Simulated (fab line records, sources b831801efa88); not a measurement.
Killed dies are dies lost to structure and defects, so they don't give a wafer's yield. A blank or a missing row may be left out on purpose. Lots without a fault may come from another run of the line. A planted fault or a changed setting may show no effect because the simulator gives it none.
fab line records | flow sky130
record lots=6 wafers=18 last_day=50
route steps=708 shown VT_ADJUST_PCH@151 SONOS_TUNNEL@154 PAD_OPEN@708
lots that met no fault: from a run of the same line without faults
start_h: hours from the record's first day to the start of the lot's first wafer shown | wait_h: hours since the lot's step before | " the same as in the row above | L1.1+2: a row that stands for several wafers | - no value, or no start given | * or withheld: withheld | < > ~ a bound
route shown NAME@n: a module of which the file shows steps, and the number in the route of the first | usual: mean/standard deviation of fault-free wafers | same: alike in all rows | chamber/n: place in a boat | sites: the reading at each site | _std_site: their standard deviation | _edge_site: outer sites' mean less inner sites' | radius_mm: how far each site lies from the wafer's centre | mask NAME#n: copy n | behind: the tool/chamber that last shaped the wafer | hold: why the lot was held/for how many hours/how that ended | device: the transistor (n, p or np) that didn't switch | end of line: the same wafers' tests at the end of the route | a step without rows: its recipe alone | killed: dies lost to structure and defects at the first sort, not the wafer's yield | map: a wafer's dies, x killed, . not, _ none there
set.NAME: the setting as run; set.NAME@STEP: as run at that earlier step | model.NAME: the simulator's own value behind a step, which no gauge read
lots at some steps of the route; a table a step, a row a wafer
services: from which hour (start_h, from the record's first day; less than 0 if before it) a tool's chamber was out of use, for how many hours, and why
## steps
# step SKY_VT_ADJUST_PCH_IMPLANT_08
# recipe species=B energy_kev=10 dose_cm2=5e+11 tilt_deg=withheld
# step SKY_VT_ADJUST_PCH_STRIP_09
# recipe chemistry=O2/N2 power_w=1349 pressure_mtorr=1500 platen_temp_c=withheld o2_flow_sccm=3000 n2_flow_sccm=300 overash_fraction=0.5
# usual drypump_motor_current_A=5.7/0.47 oes_product_au=0.708/0.0047 strip_time_to_endpoint_s=38.11/0.081
# columns lot.wafer tool chamber start_h wait_h drypump_motor_current_A oes_product_au rf_hours_counter_h strip_time_to_endpoint_s
L460.3 plasma_asher-04 0 240.02 0.1 5.8 0.707 - 38.12
L460.4 " 1 " " 4.9 0.698 - 38.12
L460.5 " 1 " " 4.9 0.711 - 38.11
L463.2 plasma_asher-02 0 262.76 0.1 5.8 0.715 15 38.11
L463.4 " 1 " " 6.0 0.716 - 38.11
L463.6 " 1 " " 6.1 0.701 - 37.98
L468.1 plasma_asher-03 1 300.72 0.1 6.3 0.706 61 38.07
L468.5 " 0 " " 5.6 0.708 - 38.17
L468.6 " 1 " " 6.3 0.710 - 38.09
L469.2 plasma_asher-04 1 309.56 0.1 4.9 0.708 62 38.09
L469.5 " 0 " " 5.8 0.708 - 38.09
L469.6 " 1 " " 4.9 0.713 - 38.12
L474.1 plasma_asher-04 0 350.09 0.1 5.8 0.712 66 38.08
L474.4 " 0 " " 5.8 0.704 - 38.16
L474.6 " 0 " " 5.8 0.707 - 38.08
L480.1 plasma_asher-03 0 404.71 0.1 5.6 0.712 71 38.13
L480.2 " 1 " " 6.4 0.704 71 38.01
L480.4 " 0 " " 5.6 0.717 - 38.24
# step SKY_VT_ADJUST_PCH_TW_MEAS_10
# usual VT_ADJUST_PCH_TW=142.7/1.5
# columns lot.wafer tool chamber start_h wait_h VT_ADJUST_PCH_TW
L460.3 film_metro-01 - 240.11 0.1 142.0
L460.4 " - " " 141.7
L460.5 " - " " 141.5
L463.2 film_metro-01 - 262.87 0.1 141.9
L463.4 " - " " 141.7
L463.6 " - " " 142.3
L468.1 film_metro-01 - 300.82 0.1 141.1
L468.5 " - " " 142.1
L468.6 " - " " 141.1
L469.2 film_metro-02 - 309.67 0.1 142.1
L469.5 " - " " 142.5
L469.6 " - " " 142.7
L474.1 film_metro-04 - 350.19 0.1 144.3
L474.4 " - " " 144.0
L474.6 " - " " 143.5
L480.1 film_metro-01 - 404.81 0.1 139.7
L480.2 " - " " 141.2
L480.4 " - " " 140.5
# step SKY_SONOS_TUNNEL_DEHYDRATE_00
# recipe temp_c=200 time_s=60
# step SKY_SONOS_TUNNEL_HMDS_01
# recipe prime_time_s=60 prime_temp_c=120
# step SKY_SONOS_TUNNEL_COAT_02
# recipe resist=NOVOLAK spin_rpm=3000 resist_thk_nm=1140
# step SKY_SONOS_TUNNEL_SOFTBAKE_03
# recipe temp_c=90 time_s=60 resist=NOVOLAK
# step SKY_SONOS_TUNNEL_EXPOSE_04
# recipe mask_id=TUNM na=0.6 source_shape=conventional sigma_outer=0.6 polarization=unpolarized target_cd_nm=410 dose_mj=136
# step SKY_SONOS_TUNNEL_PEB_05
# recipe temp_c=withheld time_s=* resist=NOVOLAK
# step SKY_SONOS_TUNNEL_DEVELOP_06
# recipe resist=NOVOLAK developer=TMAH develop_time_s=60 dev_temp_c=23
# step SKY_SONOS_TUNNEL_CD_MEAS_07
# recipe target_cd_nm=410
# usual cd_nm=410.0/2.4
# columns lot.wafer tool chamber start_h wait_h cd_nm
L460.3 cd_sem-01 - 263.58 0.1 409.7
L460.4 " - " " 411.5
L460.5 " - " " 411.7
L463.2 cd_sem-01 - 287.79 0.1 409.4
L463.4 " - " " 411.8
L463.6 " - " " 411.4
L468.1 cd_sem-02 - 326.49 0.1 412.3
L468.5 " - " " 413.4
L468.6 " - " " 409.8
L469.2 cd_sem-01 - 336.24 0.1 410.2
L469.5 " - " " 411.2
L469.6 " - " " 410.6
L474.1 cd_sem-01 - 378.49 0.1 409.4
L474.4 " - " " 412.0
L474.6 " - " " 412.6
L480.1 cd_sem-01 - 434.27 0.1 410.6
L480.2 " - " " 410.0
L480.4 " - " " 411.5
# step SKY_SONOS_TUNNEL_OVL_MEAS_08
# usual SONOS_TUNNEL_OVL=0.2/1.5
# columns lot.wafer tool chamber start_h wait_h SONOS_TUNNEL_OVL[nm]
L460.3 overlay-01 - 263.67 0.1 -1.3
L460.4 " - " " -0.6
L460.5 " - " " 0.7
L463.2 overlay-01 - 287.90 0.1 1.9
L463.4 " - " " 2.9
L463.6 " - " " 3.0
L468.1 overlay-01 - 326.61 0.1 0.9
L468.5 " - " " 1.5
L468.6 " - " " -1.2
L469.2 overlay-02 - 336.35 0.1 -2.8
L469.5 " - " " -1.2
L469.6 " - " " -1.8
L474.1 overlay-01 - 378.61 0.1 -1.8
L474.4 " - " " 0.6
L474.6 " - " " -0.8
L480.1 overlay-01 - 434.39 0.1 -0.1
L480.2 " - " " -1.7
L480.4 " - " " -1.5
# step SKY_SONOS_TUNNEL_IMPLANT_09
# recipe species=B energy_kev=20 dose_cm2=1e+12 tilt_deg=withheld
# usual beam_on_s=10.00/0.19 end_station_pressure_torr=5.02e-06/2.5e-07 faraday_current_uA=5.64/0.11
# same implant_ion_amu=11
# columns lot.wafer tool chamber start_h wait_h beam_on_s end_station_pressure_torr faraday_current_uA
L460.3 implanter-04 0 263.74 0.1 10.06 5.09e-06 5.60
L460.4 " 0 " " 10.25 5.32e-06 5.50
L460.5 " 0 " " 9.96 4.75e-06 5.65
L463.2 implanter-02 0 287.95 0.0 10.02 4.85e-06 5.64
L463.4 " 0 " " 10.00 5.02e-06 5.64
L463.6 " 0 " " 10.02 5.42e-06 5.61
L468.1 implanter-04 0 326.65 0.0 7.64 5.16e-06 7.39
L468.5 " 0 " " 7.58 5.02e-06 7.48
L468.6 " 0 " " 7.78 5.34e-06 7.23
L469.2 implanter-04 0 336.40 0.0 7.83 5.09e-06 7.19
L469.5 " 0 " " 7.81 5e-06 7.21
L469.6 " 0 " " 7.59 4.95e-06 7.45
L474.1 implanter-02 0 378.64 0.0 9.93 4.9e-06 5.66
L474.4 " 0 " " 10.23 4.9e-06 5.51
L474.6 " 0 " " 10.16 5.2e-06 5.55
L480.1 implanter-03 0 434.43 0.0 9.78 4.89e-06 5.77
L480.2 " 0 " " 10.03 4.95e-06 5.61
L480.4 " 0 " " 9.99 5.04e-06 5.65
# step SKY_SONOS_TUNNEL_WET_ETCH_10
# recipe chemistry=dHF target_depth_nm=14 target=SiO2 dilution=100:1 temp_c=25 time_s=280
# step SKY_SONOS_TUNNEL_STRIP_11
# recipe chemistry=SPM time_s=600 temp_c=130
# step SKY_SONOS_TUNNEL_TW_MEAS_12
# usual SONOS_TUNNEL_TW=196.2/2.4
# columns lot.wafer tool chamber start_h wait_h SONOS_TUNNEL_TW
L460.3 film_metro-04 - 264.12 0.0 200.6
L460.4 " - " " 199.5
L460.5 " - " " 201.2
L463.2 film_metro-01 - 288.36 0.0 195.7
L463.4 " - " " 195.5
L463.6 " - " " 195.7
L468.1 film_metro-04 - 327.06 0.0 185.8
L468.5 " - " " 186.0
L468.6 " - " " 185.6
L469.2 film_metro-03 - 336.90 0.0 181.8
L469.5 " - " " 180.9
L469.6 " - " " 180.3
L474.1 film_metro-01 - 379.05 0.0 194.9
L474.4 " - " " 195.1
L474.6 " - " " 195.3
L480.1 film_metro-04 - 434.85 0.0 199.5
L480.2 " - " " 198.9
L480.4 " - " " 199.0
# step SKY_SONOS_TUNNEL_CLEAN_13
# recipe chemistry=dHF time_s=20 dilution=100:1 dry=ipa_marangoni
# step SKY_PAD_OPEN_PROBE_99
# usual killed_at_M0_to_M3=45/7.9 killed_at_M4_up=2.9/1.8 killed_at_contacts=25/5.5 killed_at_front_end=16/4.4 killed_at_other=0.3/0.58 killed_dies=89/9.4 killed_open=49/6.8 killed_short=40/6.3
# same gross_dies=492 killed_at_back_side=0
# columns lot.wafer tool chamber start_h wait_h killed_at_M0_to_M3 killed_at_M4_up killed_at_contacts killed_at_front_end killed_at_other killed_dies killed_open killed_short model.etest.sonos_uncharged.vt_v
L460.3 prober-01 - 1097.69 0.2 49 3 22 21 0 95 51 42 -0.4582
L460.4 prober-01 - 1097.74 0.2 46 2 20 13 0 81 47 34 -0.4106
L460.5 prober-01 - 1097.79 0.2 42 5 25 15 1 88 48 40 -0.4498
L463.2 prober-02 - 1102.92 0.1 49 5 27 11 0 92 54 38 -0.4443
L463.4 prober-02 - 1103.02 0.2 39 6 26 8 0 79 43 36 -0.3791
L463.6 prober-02 - 1103.12 0.2 37 1 15 25 0 78 41 37 -0.4166
L468.1 prober-02 - 1130.80 0.1 46 6 23 20 0 95 51 44 -0.4606
L468.5 prober-02 - 1131.00 0.2 40 2 24 18 0 84 51 29 -0.5135
L468.6 prober-02 - 1131.05 0.2 42 5 29 12 0 88 45 42 -0.5048
L469.2 prober-02 - 1137.81 0.1 28 3 27 13 1 72 39 33 -0.4745
L469.5 prober-02 - 1137.96 0.2 52 4 21 7 0 84 46 38 -0.4828
L469.6 prober-02 - 1138.01 0.2 33 4 18 21 2 78 41 37 -0.4559
L474.1 prober-02 - 1166.79 0.1 32 7 26 16 1 82 46 35 -0.4498
L474.4 prober-02 - 1166.94 0.2 38 0 12 16 1 67 48 19 -0.4552
L474.6 prober-02 - 1167.04 0.2 35 3 25 10 0 73 40 33 -0.4266
L480.1 prober-02 - 1210.83 0.1 39 1 25 19 0 84 46 38 -0.4302
L480.2 prober-02 - 1210.88 0.1 41 3 37 10 0 91 48 43 -0.4259
L480.4 prober-02 - 1210.98 0.2 56 2 26 19 0 103 63 39 -0.4187
# killed by level:class
L460.3 VIA2:geometric_particle:open=12 VIA1:geometric_particle:open=9 CONTACT:geometric_particle:open=9 POLY_GATE:geometric_particle:open=6 LI_CONTACT:geometric_particle:open=6 METAL2:geometric_particle:short=6 VIA1:geometric_particle:short=5 POLY_GATE:geometric_particle:short=5
L460.4 VIA1:geometric_particle:open=9 CONTACT:geometric_particle:open=8 LI_CONTACT:geometric_particle:open=7 VIA2:geometric_particle:open=6 VIA2:geometric_particle:short=5 METAL1:geometric_particle:short=5 VIA1:geometric_particle:short=5 VIA3:geometric_particle:open=5
L460.5 VIA1:geometric_particle:open=14 CONTACT:geometric_particle:open=9 LI_CONTACT:geometric_particle:open=5 CONTACT:geometric_particle:short=5 VIA2:geometric_particle:open=5 FIELD_ISO:geometric_particle:short=4 LI_CONTACT:geometric_particle:short=4 METAL1:geometric_particle:short=4
L463.2 CONTACT:geometric_particle:open=13 VIA2:geometric_particle:open=13 VIA1:geometric_particle:open=6 LOCAL_INTERCONNECT:geometric_particle:short=5 VIA2:geometric_particle:short=5 VIA3:geometric_particle:open=5 POLY_GATE:geometric_particle:open=4 METAL3:geometric_particle:short=4
L463.4 VIA2:geometric_particle:open=9 VIA1:geometric_particle:open=8 CONTACT:geometric_particle:open=8 CONTACT:geometric_particle:short=7 METAL1:geometric_particle:short=5 VIA3:geometric_particle:open=5 METAL4:geometric_particle:short=5 LOCAL_INTERCONNECT:geometric_particle:short=4
L463.6 METAL2:geometric_particle:short=10 CONTACT:geometric_particle:open=8 FIELD_ISO:geometric_particle:open=7 VIA1:geometric_particle:open=7 POLY_GATE:geometric_particle:short=4 POLY_GATE:geometric_particle:open=4 SPACER:geometric_particle:short=4 VIA3:geometric_particle:short=4
L468.1 VIA1:geometric_particle:open=14 CONTACT:geometric_particle:open=9 LI_CONTACT:geometric_particle:open=6 METAL1:geometric_particle:short=6 METAL2:geometric_particle:short=6 FIELD_ISO:geometric_particle:short=5 VIA2:geometric_particle:open=5 LI_CONTACT:geometric_particle:short=4
L468.5 CONTACT:geometric_particle:open=10 VIA1:geometric_particle:open=8 LI_CONTACT:geometric_particle:open=7 VIA2:geometric_particle:open=6 VIA3:geometric_particle:open=6 SPACER:geometric_particle:open=5 METAL1:geometric_particle:short=5 METAL2:geometric_particle:short=5
L468.6 CONTACT:geometric_particle:open=11 VIA1:geometric_particle:open=9 METAL2:geometric_particle:short=7 LI_CONTACT:geometric_particle:open=6 VIA2:geometric_particle:open=5 METAL1:geometric_particle:short=4 LI_CONTACT:geometric_particle:short=4 LOCAL_INTERCONNECT:geometric_particle:short=4
L469.2 CONTACT:geometric_particle:open=11 LI_CONTACT:geometric_particle:open=8 VIA1:geometric_particle:open=6 METAL1:geometric_particle:short=5 VIA2:geometric_particle:open=4 VIA1:geometric_particle:short=4 POLY_CUT:geometric_particle:open=3 LI_CONTACT:geometric_particle:short=3
L469.5 LI_CONTACT:geometric_particle:open=12 VIA2:geometric_particle:open=10 VIA1:geometric_particle:open=8 METAL2:geometric_particle:short=8 VIA1:geometric_particle:short=7 METAL3:geometric_particle:short=5 VIA3:geometric_particle:open=5 LI_CONTACT:geometric_particle:short=3
L469.6 VIA1:geometric_particle:open=11 FIELD_ISO:geometric_particle:open=7 LI_CONTACT:geometric_particle:open=7 VIA1:geometric_particle:short=5 LOCAL_INTERCONNECT:geometric_particle:short=4 METAL2:geometric_particle:short=4 FIELD_ISO:geometric_particle:short=3 SONOS_ONO:geometric_particle:short=3
L474.1 CONTACT:geometric_particle:open=10 VIA1:geometric_particle:open=10 METAL1:geometric_particle:short=8 FIELD_ISO:geometric_particle:short=6 LI_CONTACT:geometric_particle:open=6 FIELD_ISO:geometric_particle:open=5 LI_CONTACT:geometric_particle:short=4 METAL4:geometric_particle:short=3
L474.4 VIA2:geometric_particle:open=11 VIA1:geometric_particle:open=9 CONTACT:geometric_particle:open=6 FIELD_ISO:geometric_particle:open=5 VIA3:geometric_particle:open=5 SPACER:geometric_particle:open=4 METAL1:geometric_particle:short=4 POLY_GATE:geometric_particle:open=3
L474.6 VIA1:geometric_particle:open=10 LI_CONTACT:geometric_particle:open=10 CONTACT:geometric_particle:open=9 METAL1:geometric_particle:short=6 FIELD_ISO:geometric_particle:open=4 VIA1:geometric_particle:short=4 VIA2:geometric_particle:short=4 FIELD_ISO:geometric_particle:short=3
L480.1 FIELD_ISO:geometric_particle:open=10 CONTACT:geometric_particle:open=8 METAL1:geometric_particle:short=7 LI_CONTACT:geometric_particle:open=6 VIA2:geometric_particle:open=6 VIA1:geometric_particle:open=6 FIELD_ISO:geometric_particle:short=5 CONTACT:geometric_particle:short=5
L480.2 VIA1:geometric_particle:open=14 CONTACT:geometric_particle:open=12 LOCAL_INTERCONNECT:geometric_particle:short=9 LI_CONTACT:geometric_particle:short=6 LI_CONTACT:geometric_particle:open=6 METAL1:geometric_particle:short=5 VIA3:geometric_particle:short=5 VIA3:geometric_particle:open=5
L480.4 VIA1:geometric_particle:open=21 LI_CONTACT:geometric_particle:open=10 VIA3:geometric_particle:open=7 CONTACT:geometric_particle:open=7 CONTACT:geometric_particle:short=5 FIELD_ISO:geometric_particle:short=4 FIELD_ISO:geometric_particle:open=4 POLY_GATE:geometric_particle:short=4
## services
# columns tool chamber start_h hours kind
implanter-04 - 223.65 6.5 repair
implanter-03 - 232.98 2.4 repair
implanter-02 - 289.32 6.4 repair
plasma_asher-03 - 296.54 0.3 repair
implanter-02 - 305.97 0.5 repair
plasma_asher-04 - 331.91 1.4 repair
implanter-02 - 332.93 4.2 pm
plasma_asher-04 - 336.84 2.8 pm
implanter-02 - 380.19 0.7 repair
implanter-02 - 380.60 4.1 repair
implanter-04 - 382.41 1.9 repair
implanter-02 - 390.34 3.7 pm
plasma_asher-04 - 405.52 1.9 repair
implanter-03 - 409.46 4.0 pm
implanter-04 - 416.25 11.3 repair
plasma_asher-04 - 421.25 9.0 pm
plasma_asher-04 0 421.25 9.0 vent_cycle
plasma_asher-04 1 421.25 9.0 vent_cycle
plasma_asher-04 0 430.25 - clean
plasma_asher-04 1 430.25 - clean
## key
first_sign step=SKY_SONOS_TUNNEL_IMPLANT_09 reading=faraday_current_uA direction=up sigmas=15 usual=5.64 struck=7.33
effect step=SKY_SONOS_TUNNEL_IMPLANT_09 reading=beam_on_s direction=down sigmas=12 usual=10.00 struck=7.70
effect step=SKY_SONOS_TUNNEL_TW_MEAS_12 reading=SONOS_TUNNEL_TW direction=down sigmas=5.4 usual=196.2 struck=183.4
model_effect step=SKY_PAD_OPEN_PROBE_99 value=etest.sonos_uncharged.vt_v without=-0.4214 struck=-0.482
met_at SKY_SONOS_TUNNEL_IMPLANT_09
struck_wafers L468.1,L468.5,L468.6,L469.2,L469.5,L469.6
tester_left_out L468,L469
onset_between 263.74 326.65
fault kind=process_parameter_drift tool=implanter-04 chamber=- onset_h=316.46 steps=SKY_SONOS_TUNNEL_IMPLANT_09 channel=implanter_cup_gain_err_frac offset=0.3 shape=step end_h=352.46
# tester_left_out: of these lots the tester's yield and bins aren't shown, on N5 and GAA mostly nor the transistor test; their killed dies are dies lost to structure and defects alone, not to doping, threshold or leakage, so they don't give the yield
